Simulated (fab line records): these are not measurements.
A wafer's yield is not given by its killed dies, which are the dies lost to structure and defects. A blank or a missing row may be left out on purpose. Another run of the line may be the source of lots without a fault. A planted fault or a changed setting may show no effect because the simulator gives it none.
A struck lot beside a sound one + flow sky130 + 15 out of 708 route steps
Sound: these wafers, L739.1, L739.2, L739.5. Struck: wafers L753.2, L753.4. (L753.1 of the same lot was not struck and is left out.) The cause comes at the end.
At each step with rows: each side's tool, then ch and its chambers, then its first start. Under that, the readings that differ: sound wafers + struck wafers + difference of the means + sigmas: that difference in standard deviations of wafers without a fault.
alike: readings whose means differ by less than 2 such deviations, and words and numbers that are the same on both sides. not compared: withheld readings, readings that some wafer has no value for, bounds like >300 that may hide the same value, and numbers for which the record gives no deviation and whose values overlap.
A row with sigmas, a row that says differs or no value, or rows on one side alone: a step with any of these is where the two part. Numbers that have no deviation but don't overlap get no sigmas and don't part them. A reading that every wafer of one side lacks parts them only if that side has two wafers or more.

first, 8 steps without rows for these wafers: SKY_LI_CONTACT_DEHYDRATE_04 (time 60 s); SKY_LI_CONTACT_HMDS_05 (prime time 60 s); SKY_LI_CONTACT_COAT_06 (resist thk 60 nm); SKY_LI_CONTACT_COAT_07 (resist thk 450 nm); SKY_LI_CONTACT_SOFTBAKE_08 (time 90 s); SKY_LI_CONTACT_EXPOSE_09 (exposes mask LICM1, target cd 170 nm); SKY_LI_CONTACT_PEB_10; SKY_LI_CONTACT_DEVELOP_11 (develop time 60 s).
SKY_LI_CONTACT_CD_MEAS_12: the cd target is 170 nm.
  sound on cd_sem-02 at day 28 22:08; struck on cd_sem-02 at day 33 15:02
  alike: cd_nm
SKY_LI_CONTACT_OVL_MEAS_13:
  sound on overlay-01 at day 28 22:16; struck on overlay-02 at day 33 15:09
  alike: LI_CONTACT_OVL
SKY_LI_CONTACT_ETCH_14: etches BARC in N2/H2, stops on SiO2, time 45.9 s, target depth 60 nm.
  sound on rie_diel-03 ch 0,1, day 28 22:18; struck on rie_diel-04 ch 0,3, day 33 15:11
  alike: drypump_motor_current_A, oes_product_au, throttle_valve_pct
  not compared: rf_hours_counter_h
SKY_LI_CONTACT_ETCH_15: etches PSG in C4F8/O2/Ar, stops on Si, target depth 600 nm.
  sound on rie_diel-03 ch 0,1, day 28 22:20; struck on rie_diel-04 ch 0,3, day 33 15:14
  alike: oes_product_au
SKY_LI_CONTACT_STRIP_16: strips in O2/N2.
  sound on plasma_asher-02 ch 0,1, day 28 22:26; struck on plasma_asher-03 ch 1, day 33 15:19
| reading          | sound       | struck  | difference | sigmas |
|------------------|-------------|---------|------------|--------|
| overash_fraction | 0.5 0.5 0.5 | 0.7 0.7 | +0.2       |        |
  alike: drypump_motor_current_A, oes_product_au, strip_time_to_endpoint_s
  not compared: rf_hours_counter_h
then, 1 step without rows for these wafers: SKY_LI_CONTACT_CLEAN_17 (cleans in NMP, time 600 s).
-- record jumps: 15 days separate the struck wafers' starts on either side; left off in module LI_CONTACT, taken up again in module PAD_OPEN, whose first shown step is the route's number 708 --
SKY_PAD_OPEN_PROBE_99:
  record: rows for the struck wafers here (prober-02, day 49 00:04), none for the sound ones

WHERE THEY PART
Only at SKY_PAD_OPEN_PROBE_99, as far as this record shows.

WHY: whatever the simulator had introduced
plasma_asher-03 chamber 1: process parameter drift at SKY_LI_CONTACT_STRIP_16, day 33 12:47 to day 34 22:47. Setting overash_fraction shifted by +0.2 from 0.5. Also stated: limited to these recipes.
